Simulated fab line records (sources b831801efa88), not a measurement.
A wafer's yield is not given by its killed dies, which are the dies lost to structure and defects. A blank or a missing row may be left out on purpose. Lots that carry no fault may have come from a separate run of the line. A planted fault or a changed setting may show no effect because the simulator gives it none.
fab line records | flow sky130
record: lots: 6 | wafers: 18 | last-day: 50
route steps=708 shown CAP2M@605 PAD_OPEN@708
lots untouched by any fault: they come from a run of this same line in which no faults occurred
start-h: hours from the record's first day to the start of the lot's first wafer shown | wait-h: how many hours have passed since the lot's step before this one | " same as the row above | L1.1+2: one row covering several wafers at once | - no value, or no start was given | * or withheld: withheld | < > ~ a bound
route shown NAME@n: NAME is a module with steps in the file, n the number in the route of the first one | usual: the fault-free wafers' mean and standard deviation | same: alike in all rows | chamber/n: place in a boat | sites: each site's reading | _std_site: standard deviation across them | _edge_site: mean of outer sites minus mean of inner sites | radius-mm: for every site, how far away it sits from the centre of the wafer | mask NAME#n: copy n | behind: the tool/chamber that last shaped the wafer | hold: why the lot went on hold/how many hours it stayed there/how the hold came to an end | device: which transistor (n, p or np) failed to switch | end of line: tests run on the same wafers once the route is complete | step lacking rows: just its recipe | killed: not the wafer's yield, but the dies lost to structure and defects at the first sort | map: a wafer's dies, marking killed ones x, the rest . and places with no die _
set.NAME: the setting as run; set.NAME@STEP: as run at that earlier step | model.NAME: the simulator's own value behind a step, which no gauge read
a table for each step, a row for each wafer; lots at some steps of the route
services: a tool's chamber out of use, with start hour (start-h, from the record's first day; less than 0 if before it), hours out, and reason
== steps ==
step: SKY_CAP2M_SPUTTER_02
recipe: material: TiN | target-thk-nm: 200 | temp-c: 300 | power-w: 6500 | time-s: 166.7 | chamber-pressure-pa: 0.4
usual: throttle-valve-pct: 30.0/1.4
lot.wafer | tool           | chamber | start-h | wait-h | throttle-valve-pct
L791.3    | pvd-sputter-03 | -       | 925.23  | 0.0    | 27.4
L791.4    | "              | -       | "       | "      | 29.5
L791.6    | "              | -       | "       | "      | 29.1
L796.3    | pvd-sputter-02 | -       | 970.14  | 0.0    | 31.8
L796.5    | "              | -       | "       | "      | 31.4
L796.6    | "              | -       | "       | "      | 31.8
L805.2    | pvd-sputter-03 | -       | 1032.70 | 0.0    | 29.4
L805.4    | "              | -       | "       | "      | 29.3
L805.5    | "              | -       | "       | "      | 29.0
L806.3    | pvd-sputter-02 | -       | 1051.72 | 0.0    | 31.4
L806.4    | "              | -       | "       | "      | 28.5
L806.6    | "              | -       | "       | "      | 31.1
L807.2    | pvd-sputter-03 | -       | 1074.88 | 0.0    | 29.6
L807.4    | "              | -       | "       | "      | 28.8
L807.5    | "              | -       | "       | "      | 27.7
L811.1    | pvd-sputter-02 | -       | 1076.28 | 0.1    | 31.1
L811.2    | "              | -       | "       | "      | 31.9
L811.6    | "              | -       | "       | "      | 31.8
step: SKY_CAP2M_RS_MEAS_03
recipe: thk-meas-gauge: four-point-probe | reads: TiN_of_CAP2M_SPUTTER_02
usual: CAP2M_TIN_RS: 6.91/0.078
lot.wafer | tool          | chamber | start-h | wait-h | CAP2M_TIN_RS[ohm/sq]
L791.3    | film-metro-02 | -       | 925.38  | 0.1    | 6.91
L791.4    | "             | -       | "       | "      | 6.96
L791.6    | "             | -       | "       | "      | 6.95
L796.3    | film-metro-04 | -       | 970.29  | 0.1    | 7.06
L796.5    | "             | -       | "       | "      | 6.97
L796.6    | "             | -       | "       | "      | 7.03
L805.2    | film-metro-01 | -       | 1032.83 | 0.1    | 6.96
L805.4    | "             | -       | "       | "      | 6.92
L805.5    | "             | -       | "       | "      | 6.80
L806.3    | film-metro-02 | -       | 1051.87 | 0.1    | 6.79
L806.4    | "             | -       | "       | "      | 6.77
L806.6    | "             | -       | "       | "      | 6.78
L807.2    | film-metro-04 | -       | 1075.01 | 0.1    | 7.02
L807.4    | "             | -       | "       | "      | 6.84
L807.5    | "             | -       | "       | "      | 6.94
L811.1    | film-metro-01 | -       | 1076.39 | 0.1    | 6.87
L811.2    | "             | -       | "       | "      | 6.88
L811.6    | "             | -       | "       | "      | 6.93
step: SKY_CAP2M_THK_MEAS_04
recipe: thk-meas-gauge: xrf | reads: TiN_of_CAP2M_SPUTTER_02
usual: CAP2M_TIN_THK: 197.5/2.1
lot.wafer | tool          | chamber | start-h | wait-h | CAP2M_TIN_THK[nm]
L791.3    | film-metro-02 | -       | 925.48  | 0.1    | 198.0
L791.4    | "             | -       | "       | "      | 196.1
L791.6    | "             | -       | "       | "      | 197.0
L796.3    | film-metro-04 | -       | 970.39  | 0.1    | 195.0
L796.5    | "             | -       | "       | "      | 198.0
L796.6    | "             | -       | "       | "      | 194.6
L805.2    | film-metro-01 | -       | 1032.94 | 0.1    | 194.0
L805.4    | "             | -       | "       | "      | 195.3
L805.5    | "             | -       | "       | "      | 198.8
L806.3    | film-metro-02 | -       | 1051.97 | 0.1    | 200.5
L806.4    | "             | -       | "       | "      | 202.0
L806.6    | "             | -       | "       | "      | 201.0
L807.2    | film-metro-04 | -       | 1075.12 | 0.1    | 195.4
L807.4    | "             | -       | "       | "      | 200.8
L807.5    | "             | -       | "       | "      | 198.8
L811.1    | film-metro-01 | -       | 1076.51 | 0.1    | 195.7
L811.2    | "             | -       | "       | "      | 197.2
L811.6    | "             | -       | "       | "      | 195.5
step: SKY_CAP2M_DEHYDRATE_05
recipe: temp-c: 200 | time-s: 60
step: SKY_CAP2M_HMDS_06
recipe: prime-time-s: 60 | prime-temp-c: 120
step: SKY_CAP2M_COAT_07
recipe: resist: NOVOLAK | spin-rpm: 3000 | resist-thk-nm: 1140
step: SKY_CAP2M_SOFTBAKE_08
recipe: temp-c: 90 | time-s: 60 | resist: NOVOLAK
step: SKY_CAP2M_EXPOSE_09
recipe: mask-id: CAP2M | na: 0.6 | source-shape: conventional | sigma-outer: 0.6 | polarization: unpolarized | target-cd-nm: 1000 | dose-mj: 159
step: SKY_CAP2M_PEB_10
recipe: temp-c: withheld | time-s: * | resist: NOVOLAK
step: SKY_CAP2M_DEVELOP_11
recipe: resist: NOVOLAK | developer: TMAH | develop-time-s: 60 | dev-temp-c: 23
step: SKY_CAP2M_OVL_MEAS_12
usual: CAP2M_OVL: 0.5/1.3
lot.wafer | tool       | chamber | start-h | wait-h | CAP2M_OVL[nm]
L791.3    | overlay-02 | -       | 950.00  | 0.1    | -1.6
L791.4    | "          | -       | "       | "      | -1.3
L791.6    | "          | -       | "       | "      | -1.3
L796.3    | overlay-01 | -       | 992.74  | 0.1    | -1.2
L796.5    | "          | -       | "       | "      | 0.1
L796.6    | "          | -       | "       | "      | -1.1
L805.2    | overlay-01 | -       | 1054.43 | 0.1    | 2.1
L805.4    | "          | -       | "       | "      | 2.4
L805.5    | "          | -       | "       | "      | 0.8
L806.3    | overlay-01 | -       | 1073.20 | 0.1    | 1.5
L806.4    | "          | -       | "       | "      | 0.7
L806.6    | "          | -       | "       | "      | 0.0
L807.2    | overlay-01 | -       | 1095.59 | 0.1    | 1.6
L807.4    | "          | -       | "       | "      | -0.4
L807.5    | "          | -       | "       | "      | 0.6
L811.1    | overlay-01 | -       | 1096.78 | 0.1    | -0.4
L811.2    | "          | -       | "       | "      | 0.6
L811.6    | "          | -       | "       | "      | -1.1
step: SKY_CAP2M_METAL_ETCH_13
recipe: target-depth-nm: 220 | stop-on: SiO2 | chemistry: Cl2/BCl3 | target: TiN | pressure-mtorr: 10 | icp-w: 867.5 | bias-w: 48.5 | Cl2_flow_sccm: 60 | bcl3-flow-sccm: 30 | time-s: 62.9
usual: drypump-motor-current-A: 5.7/0.61 | oes-product-au: 0.941/0.0071 | throttle-valve-pct: 21.902/0.01
lot.wafer | tool         | chamber | start-h | wait-h | drypump-motor-current-A | oes-product-au | rf-hours-counter-h | throttle-valve-pct
L791.3    | rie-metal-03 | 1       | 950.04  | 0.0    | 5.4                     | 0.944          | -                  | 21.889
L791.4    | "            | 0       | "       | "      | 4.9                     | 0.941          | -                  | 21.896
L791.6    | "            | 0       | "       | "      | 4.9                     | 0.943          | -                  | 21.909
L796.3    | rie-metal-04 | 0       | 992.79  | 0.0    | 6.7                     | 0.936          | -                  | 21.917
L796.5    | "            | 1       | "       | "      | 5.8                     | 0.940          | -                  | 21.919
L796.6    | "            | 0       | "       | "      | 6.7                     | 0.938          | -                  | 21.903
L805.2    | rie-metal-04 | 1       | 1054.46 | 0.0    | 5.9                     | 0.935          | 19                 | 21.909
L805.4    | "            | 0       | "       | "      | 6.7                     | 0.952          | -                  | 21.895
L805.5    | "            | 0       | "       | "      | 6.7                     | 0.953          | -                  | 21.905
L806.3    | rie-metal-03 | 0       | 1073.25 | 0.0    | 4.9                     | 0.950          | -                  | 21.887
L806.4    | "            | 1       | "       | "      | 5.4                     | 0.954          | -                  | 21.896
L806.6    | "            | 0       | "       | "      | 4.9                     | 0.954          | -                  | 21.898
L807.2    | rie-metal-04 | 1       | 1095.62 | 0.0    | 5.8                     | 0.933          | 21                 | 21.890
L807.4    | "            | 1       | "       | "      | 5.9                     | 0.943          | -                  | 21.903
L807.5    | "            | 0       | "       | "      | 6.7                     | 0.933          | -                  | 21.905
L811.1    | rie-metal-04 | 0       | 1096.82 | 0.0    | 6.7                     | 0.951          | 10                 | 21.906
L811.2    | "            | 1       | "       | "      | 5.8                     | 0.940          | 21                 | 21.912
L811.6    | "            | 0       | "       | "      | 6.7                     | 0.943          | -                  | 21.910
step: SKY_CAP2M_STRIP_14
recipe: chemistry: O2/N2 | power-w: 1400 | pressure-mtorr: 1500 | platen-temp-c: withheld | o2-flow-sccm: 3000 | n2-flow-sccm: 300 | overash-fraction: 0.5
usual: drypump-motor-current-A: 5.4/0.33 | o2-flow-sccm: 3000/8.9 | oes-product-au: 0.710/0.0045 | strip-time-to-endpoint-s: 12.73/0.047
lot.wafer | tool            | chamber | start-h | wait-h | drypump-motor-current-A | o2-flow-sccm | oes-product-au | rf-hours-counter-h | strip-time-to-endpoint-s
L791.3    | plasma-asher-04 | 1       | 950.13  | 0.1    | 5.3                     | 2997         | 0.713          | -                  | 12.69
L791.4    | "               | 0       | "       | "      | 5.5                     | 3019         | 0.714          | -                  | 12.63
L791.6    | "               | 0       | "       | "      | 5.5                     | 3003         | 0.701          | -                  | 12.68
L796.3    | plasma-asher-04 | 1       | 992.87  | 0.1    | 5.3                     | 3011         | 0.714          | -                  | 12.72
L796.5    | "               | 1       | "       | "      | 5.3                     | 2992         | 0.704          | -                  | 12.67
L796.6    | "               | 0       | "       | "      | 5.5                     | 3011         | 0.714          | -                  | 12.67
L805.2    | plasma-asher-04 | 1       | 1054.54 | 0.1    | 5.3                     | 2404         | 0.704          | 63                 | 12.80
L805.4    | "               | 0       | "       | "      | 5.5                     | 2394         | 0.704          | -                  | 12.80
L805.5    | "               | 1       | "       | "      | 5.3                     | 2405         | 0.700          | -                  | 12.81
L806.3    | plasma-asher-04 | 1       | 1073.33 | 0.1    | 5.3                     | 2403         | 0.707          | -                  | 12.90
L806.4    | "               | 0       | "       | "      | 5.5                     | 2406         | 0.709          | -                  | 12.88
L806.6    | "               | 1       | "       | "      | 5.3                     | 2408         | 0.702          | -                  | 12.91
L807.2    | plasma-asher-01 | 1       | 1095.70 | 0.1    | 4.9                     | 3021         | 0.705          | 33                 | 12.76
L807.4    | "               | 1       | "       | "      | 4.9                     | 3003         | 0.707          | -                  | 12.77
L807.5    | "               | 0       | "       | "      | 5.6                     | 3008         | 0.711          | -                  | 12.80
L811.1    | plasma-asher-03 | 0       | 1096.90 | 0.1    | 5.9                     | 3006         | 0.707          | 3                  | 12.75
L811.2    | "               | 1       | "       | "      | 5.8                     | 2996         | 0.715          | 3                  | 12.74
L811.6    | "               | 1       | "       | "      | 5.8                     | 2996         | 0.709          | -                  | 12.78
step: SKY_CAP2M_STRIP_15
recipe: chemistry: post-etch-residue-remover | time-s: 1200 | temp-c: 72.5
step: SKY_PAD_OPEN_PROBE_99
usual: defect-limited-yield: 82.8/1.7 | killed_at_M0_to_M3: 43/6.2 | killed_at_M4_up: 2.8/1.7 | killed-at-contacts: 24/4.8 | killed-at-front-end: 15/4.3 | killed-at-other: 0.3/0.55 | killed-dies: 85/8.4 | killed-open: 46/6.7 | killed-short: 38/6.2 | sort_bin_3_pad_short: 0.9/0.46 | sort_bin_5_function: 10.2/1.3 | sort_bin_6_memory: 6.1/0.9 | sort-n-pass: 407/8.4 | sort-yield-pct: 82.8/1.7
same: gross-dies: 492 | killed-at-back-side: 0 | sort_bin_4_leakage[%]: 0 | sort_bin_8_speed[%]: 0
lot.wafer | tool      | chamber | start-h | wait-h | defect-limited-yield[%] | killed_at_M0_to_M3 | killed_at_M4_up | killed-at-contacts | killed-at-front-end | killed-at-other | killed-dies | killed-open | killed-short | sort_bin_3_pad_short[%] | sort_bin_5_function[%] | sort_bin_6_memory[%] | sort-n-pass | sort-yield-pct[%]
L791.3    | prober-02 | -       | 1071.33 | 0.2    | 86.4                    | 33                 | 3               | 21                 | 10                  | 0               | 67          | 35          | 32           | 0.8                     | 6.7                    | 6.1                  | 425         | 86.4
L791.4    | prober-02 | -       | 1071.38 | 0.2    | 81.7                    | 50                 | 1               | 25                 | 14                  | 0               | 90          | 45          | 45           | 0.6                     | 10.4                   | 7.3                  | 402         | 81.7
L791.6    | prober-02 | -       | 1071.48 | 0.2    | 82.3                    | 44                 | 5               | 22                 | 16                  | 0               | 87          | 52          | 34           | 0.4                     | 10.8                   | 6.5                  | 405         | 82.3
L796.3    | prober-01 | -       | 1107.59 | 0.2    | 83.1                    | 42                 | 2               | 23                 | 16                  | 0               | 83          | 52          | 31           | 0.2                     | 10.6                   | 6.1                  | 409         | 83.1
L796.5    | prober-01 | -       | 1107.69 | 0.2    | 82.1                    | 43                 | 2               | 27                 | 16                  | 0               | 88          | 48          | 40           | 0.6                     | 11.2                   | 6.1                  | 404         | 82.1
L796.6    | prober-01 | -       | 1107.74 | 0.2    | 83.1                    | 43                 | 3               | 30                 | 7                   | 0               | 83          | 44          | 38           | 1.4                     | 9.6                    | 5.9                  | 409         | 83.1
L805.2    | prober-02 | -       | 1156.50 | 0.1    | 80.5                    | 50                 | 1               | 28                 | 16                  | 1               | 96          | 54          | 42           | 1.0                     | 10.6                   | 7.9                  | 396         | 80.5
L805.4    | prober-02 | -       | 1156.60 | 0.2    | 85.0                    | 37                 | 5               | 18                 | 14                  | 0               | 74          | 42          | 30           | 0.4                     | 9.3                    | 5.3                  | 418         | 85.0
L805.5    | prober-02 | -       | 1156.65 | 0.2    | 85.2                    | 35                 | 2               | 20                 | 16                  | 0               | 73          | 43          | 30           | 1.6                     | 7.3                    | 5.9                  | 419         | 85.2
L806.3    | prober-01 | -       | 1171.99 | 0.2    | 80.3                    | 51                 | 1               | 30                 | 15                  | 0               | 97          | 52          | 45           | 2.6                     | 11.2                   | 5.9                  | 395         | 80.3
L806.4    | prober-01 | -       | 1172.04 | 0.2    | 83.9                    | 42                 | 2               | 21                 | 14                  | 0               | 79          | 48          | 31           | 0.2                     | 10.0                   | 5.9                  | 413         | 83.9
L806.6    | prober-01 | -       | 1172.14 | 0.2    | 83.3                    | 45                 | 3               | 26                 | 7                   | 1               | 82          | 37          | 44           | 1.2                     | 10.0                   | 5.5                  | 410         | 83.3
L807.2    | prober-02 | -       | 1190.58 | 0.1    | 81.7                    | 53                 | 2               | 28                 | 6                   | 1               | 90          | 48          | 42           | 0.8                     | 11.8                   | 5.7                  | 402         | 81.7
L807.4    | prober-02 | -       | 1190.68 | 0.2    | 80.7                    | 48                 | 7               | 25                 | 14                  | 1               | 95          | 43          | 52           | 1.4                     | 11.0                   | 6.9                  | 397         | 80.7
L807.5    | prober-02 | -       | 1190.73 | 0.2    | 82.3                    | 41                 | 3               | 22                 | 20                  | 1               | 87          | 47          | 39           | 1.2                     | 10.6                   | 5.9                  | 405         | 82.3
L811.1    | prober-01 | -       | 1195.09 | 0.1    | 83.1                    | 45                 | 7               | 17                 | 14                  | 0               | 83          | 45          | 38           | 0.8                     | 9.1                    | 6.9                  | 409         | 83.1
L811.2    | prober-01 | -       | 1195.14 | 0.1    | 82.3                    | 54                 | 3               | 16                 | 14                  | 0               | 87          | 46          | 41           | 1.0                     | 11.0                   | 5.7                  | 405         | 82.3
L811.6    | prober-01 | -       | 1195.34 | 0.2    | 84.3                    | 39                 | 2               | 26                 | 10                  | 0               | 77          | 36          | 41           | 0.8                     | 10.0                   | 4.9                  | 415         | 84.3
killed by level:class
L791.3 CONTACT:geometric-particle:open=11 VIA2:geometric-particle:open=7 FIELD_ISO:geometric-particle:short=6 METAL1:geometric-particle:short=5 VIA3:geometric-particle:open=5 LI_CONTACT:geometric-particle:short=4 CONTACT:geometric-particle:short=4 VIA1:geometric-particle:open=4
L791.4 VIA1:geometric-particle:open=15 VIA1:geometric-particle:short=10 METAL1:geometric-particle:short=8 CONTACT:geometric-particle:open=7 LI_CONTACT:geometric-particle:open=6 CONTACT:geometric-particle:short=6 FIELD_ISO:geometric-particle:short=5 VIA3:geometric-particle:open=5
L791.6 VIA1:geometric-particle:open=15 VIA3:geometric-particle:open=12 CONTACT:geometric-particle:open=9 CONTACT:geometric-particle:short=6 FIELD_ISO:geometric-particle:open=5 FIELD_ISO:geometric-particle:short=5 METAL2:geometric-particle:short=5 METAL4:geometric-particle:short=4
L796.3 VIA2:geometric-particle:open=9 LI_CONTACT:geometric-particle:open=9 CONTACT:geometric-particle:open=7 VIA1:geometric-particle:open=7 VIA3:geometric-particle:open=6 FIELD_ISO:geometric-particle:open=4 VIA2:geometric-particle:short=4 METAL3:geometric-particle:short=4
L796.5 CONTACT:geometric-particle:open=12 VIA1:geometric-particle:open=11 METAL2:geometric-particle:short=9 POLY_GATE:geometric-particle:short=8 LI_CONTACT:geometric-particle:open=7 METAL1:geometric-particle:short=7 VIA2:geometric-particle:open=6 FIELD_ISO:geometric-particle:short=4
L796.6 CONTACT:geometric-particle:open=14 METAL2:geometric-particle:short=7 VIA1:geometric-particle:open=7 VIA2:geometric-particle:open=6 VIA1:geometric-particle:short=6 VIA3:geometric-particle:open=6 LI_CONTACT:geometric-particle:open=5 LOCAL_INTERCONNECT:geometric-particle:short=5
L805.2 VIA1:geometric-particle:open=10 METAL2:geometric-particle:short=10 LI_CONTACT:geometric-particle:open=9 CONTACT:geometric-particle:open=8 VIA2:geometric-particle:open=6 VIA3:geometric-particle:open=6 CONTACT:geometric-particle:short=5 VIA1:geometric-particle:short=5
L805.4 VIA1:geometric-particle:open=11 CONTACT:geometric-particle:open=10 VIA3:geometric-particle:open=8 VIA1:geometric-particle:short=6 METAL2:geometric-particle:short=6 FIELD_ISO:geometric-particle:open=4 FIELD_ISO:geometric-particle:short=4 LI_CONTACT:geometric-particle:short=3
L805.5 CONTACT:geometric-particle:open=11 VIA1:geometric-particle:open=9 FIELD_ISO:geometric-particle:open=7 VIA1:geometric-particle:short=7 VIA2:geometric-particle:open=5 METAL1:geometric-particle:short=5 LI_CONTACT:geometric-particle:open=4 FIELD_ISO:geometric-particle:short=3
L806.3 VIA1:geometric-particle:open=11 METAL2:geometric-particle:short=10 CONTACT:geometric-particle:open=8 LI_CONTACT:geometric-particle:open=7 POLY_GATE:geometric-particle:open=6 CONTACT:geometric-particle:short=6 LI_CONTACT:geometric-particle:short=5 VIA1:geometric-particle:short=5
L806.4 VIA3:geometric-particle:open=11 VIA1:geometric-particle:open=9 LI_CONTACT:geometric-particle:open=8 METAL2:geometric-particle:short=8 CONTACT:geometric-particle:open=5 FIELD_ISO:geometric-particle:short=4 POLY_GATE:geometric-particle:open=4 METAL3:geometric-particle:short=4
L806.6 VIA1:geometric-particle:open=10 LI_CONTACT:geometric-particle:open=7 LOCAL_INTERCONNECT:geometric-particle:short=6 VIA2:geometric-particle:open=6 VIA2:geometric-particle:short=6 VIA1:geometric-particle:short=5 CONTACT:geometric-particle:short=5 METAL2:geometric-particle:short=5
L807.2 VIA1:geometric-particle:open=12 CONTACT:geometric-particle:open=11 METAL1:geometric-particle:short=8 VIA3:geometric-particle:open=8 CONTACT:geometric-particle:short=6 LI_CONTACT:geometric-particle:open=6 METAL3:geometric-particle:short=5 LOCAL_INTERCONNECT:geometric-particle:short=4
L807.4 CONTACT:geometric-particle:open=9 METAL1:geometric-particle:short=8 VIA1:geometric-particle:open=8 CONTACT:geometric-particle:short=6 VIA1:geometric-particle:short=6 VIA3:geometric-particle:open=6 LI_CONTACT:geometric-particle:open=5 VIA2:geometric-particle:short=4
L807.5 LI_CONTACT:geometric-particle:open=9 VIA3:geometric-particle:open=9 VIA1:geometric-particle:open=7 FIELD_ISO:geometric-particle:short=5 POLY_GATE:geometric-particle:short=5 CONTACT:geometric-particle:open=5 METAL2:geometric-particle:short=4 METAL1:geometric-particle:short=4
L811.1 VIA1:geometric-particle:open=12 VIA2:geometric-particle:open=10 VIA1:geometric-particle:short=8 LOCAL_INTERCONNECT:geometric-particle:short=6 CONTACT:geometric-particle:open=6 METAL4:geometric-particle:short=6 VIA3:geometric-particle:open=5 POLY_GATE:geometric-particle:open=5
L811.2 VIA1:geometric-particle:open=17 METAL1:geometric-particle:short=10 LI_CONTACT:geometric-particle:open=8 POLY_GATE:geometric-particle:short=5 VIA1:geometric-particle:short=5 METAL2:geometric-particle:short=5 LI_CONTACT:geometric-particle:short=4 VIA2:geometric-particle:open=4
L811.6 LI_CONTACT:geometric-particle:open=8 VIA1:geometric-particle:open=7 CONTACT:geometric-particle:short=6 METAL1:geometric-particle:short=5 VIA1:geometric-particle:short=5 METAL3:geometric-particle:short=5 LI_CONTACT:geometric-particle:short=4 CONTACT:geometric-particle:open=4
== services ==
tool            | chamber | start-h | hours | kind
rie-metal-04    | 0       | 902.08  | -     | clean
rie-metal-04    | 0       | 902.08  | 16.8  | scheduled-down
rie-metal-04    | 0       | 902.08  | 16.8  | vent-cycle
pvd-sputter-03  | -       | 907.18  | 6.7   | repair
rie-metal-04    | -       | 936.96  | 0.4   | repair
plasma-asher-03 | -       | 952.13  | 2.9   | repair
pvd-sputter-02  | -       | 983.12  | 1.3   | repair
pvd-sputter-03  | -       | 984.20  | 3.6   | repair
pvd-sputter-03  | -       | 986.73  | 3.8   | repair
plasma-asher-04 | -       | 1007.67 | 14.6  | pm
rie-metal-04    | -       | 1010.25 | 2.8   | pm
rie-metal-04    | -       | 1013.62 | 2.3   | repair
pvd-sputter-03  | -       | 1055.11 | 9.2   | repair
plasma-asher-03 | -       | 1055.25 | 9.0   | pm
plasma-asher-03 | 0       | 1055.25 | 9.0   | vent-cycle
plasma-asher-03 | 1       | 1055.25 | 9.0   | vent-cycle
plasma-asher-03 | 0       | 1064.25 | -     | clean
plasma-asher-03 | 1       | 1064.25 | -     | clean
rie-metal-04    | 1       | 1066.14 | 4.3   | repair
pvd-sputter-03  | -       | 1075.13 | 4.3   | repair
plasma-asher-04 | -       | 1077.76 | 4.3   | pm
plasma-asher-04 | -       | 1095.31 | 3.8   | repair
== key ==
first-sign: step: SKY_CAP2M_STRIP_14 | reading: o2-flow-sccm | direction: down | sigmas: 67 | usual: 3000 | struck: 2403
effect: step: SKY_CAP2M_STRIP_14 | reading: strip-time-to-endpoint-s | direction: up | sigmas: 2.5 | usual: * | struck: *
met-at SKY_CAP2M_STRIP_14
struck-wafers L805.2,L805.4,L805.5,L806.3,L806.4,L806.6
onset-between 992.87 1054.54
fault: kind: process-parameter-drift | tool: plasma-asher-04 | chamber: - | onset-h: 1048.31 | steps: SKY_CAP2M_STRIP_14 | channel: o2-flow-sccm | offset: -600 | shape: step | end-h: 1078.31 | acts-in: these-recipes-only | stated: 3000
